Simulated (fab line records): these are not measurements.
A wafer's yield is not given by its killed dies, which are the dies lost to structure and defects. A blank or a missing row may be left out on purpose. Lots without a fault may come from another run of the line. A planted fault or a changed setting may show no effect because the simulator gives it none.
Code-filled problem report in 8D (eight disciplines) form | flow sky130 | the parts of the form that need people (team, actions taken, sign-off) are left out

1. WHAT IS WRONG
bias-w at SKY_VIA1_ETCH_15 reads a mean of 1042 W on 1 wafer of 1 lot; wafers without a fault read 1200 W with a standard deviation of 3.6. That is -44 standard deviations from the usual mean.
The step: etches SiO2 in C4F8/O2/Ar, stops on TiN, target depth 351 nm, time 54 s.
Earliest sighting: wafer L805.1 on rie-diel-03 at day 39 21:49. At this step, 36 wafers from 12 lots have a number in the record. Rule for "out" (also "out of limits"): further than 4 standard deviations from the usual mean. Any other wafer with a number is counted as sound.

2. WHAT IT IS; WHAT IT IS NOT
question                    | is                | is not
which readings at this step | bias-w            | rf-fwd-power-W
which lots                  | L805              | L790, L791, L792, L793, L795, L796, L797, L798, L799, L809, L810
which wafers of those lots  | L805.1            | L805.2, L805.3
read on which tools         | rie-diel-03       | rie-diel-01, rie-diel-02
when                        | from day 39 21:49 | up to then (29 sound wafers); but 6 sound wafers of L809, L810 came after

3. WHAT RULES OUT EACH SUSPECT
Counting: a tool at a process step up to the reading stays a suspect if it ran every lot that is out. Sound lots after the first of them don't rule it out here, since some wafers of a struck lot are sound.
- cmp-01 at SKY_VIA1_CMP_02 (polishes SiO2): kept. It processed L805, the lot that is out, at day 38 20:09, and its most recent sound lot before then was L790 at day 34 04:20.
- rie-diel-03 at SKY_VIA1_ETCH_15 (etches SiO2 in C4F8/O2/Ar, stops on TiN, target depth 351 nm, time 54 s): kept. It processed L805, the lot that is out, at day 39 21:49, and its most recent sound lot before then was L799 at day 37 23:14. On those wafers its own readings are out: bias-w.
- At SKY_VIA1_CMP_02, inside cmp-01: chamber 2 took the wafers that are out, while their sound lot-mates went through chambers 0, 1.
- At SKY_VIA1_ETCH_15, inside rie-diel-03: chamber 0 took the wafers that are out, while their sound lot-mates went through chambers 2, 3.
The count leaves rie-diel-03 at SKY_VIA1_ETCH_15 and cmp-01 at SKY_VIA1_CMP_02.

4. THE CAUSE (what the simulator had put in)
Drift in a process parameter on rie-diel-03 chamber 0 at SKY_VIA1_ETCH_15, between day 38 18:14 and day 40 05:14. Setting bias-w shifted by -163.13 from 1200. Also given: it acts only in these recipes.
After counting, 2 suspects remain, this tool included.

5. SEQUENCE OF EFFECTS, ordered by route
Each row: a reading where the mean over the struck wafers with a number is more than 3 standard deviations away from the usual. Only readings for which the record gives a usual standard deviation are gone through. hours: the time from each lot's start at the first step in this table that gives one to its start at this step, as a median over the lots. sigmas: the change in usual standard deviations.
hours | step             | reading        | usual      | on struck wafers | change | sigmas
0     | SKY_VIA1_ETCH_15 | bias-w         | 1200 W     | 1042             | -158   | -44
0     | SKY_VIA1_ETCH_15 | oes-product-au | 0.980 a.u. | 0.960            | -0.020 | -3.3
Process steps it contains:
- SKY_VIA1_ETCH_15: etches SiO2 in C4F8/O2/Ar, stops on TiN, target depth 351 nm, time 54 s.

6. HOW IT WOULD HAVE BEEN CAUGHT EARLIER
28 hours passed between the start of the fault at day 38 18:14 and the first reading out of limits in this record, taken at day 39 21:49.
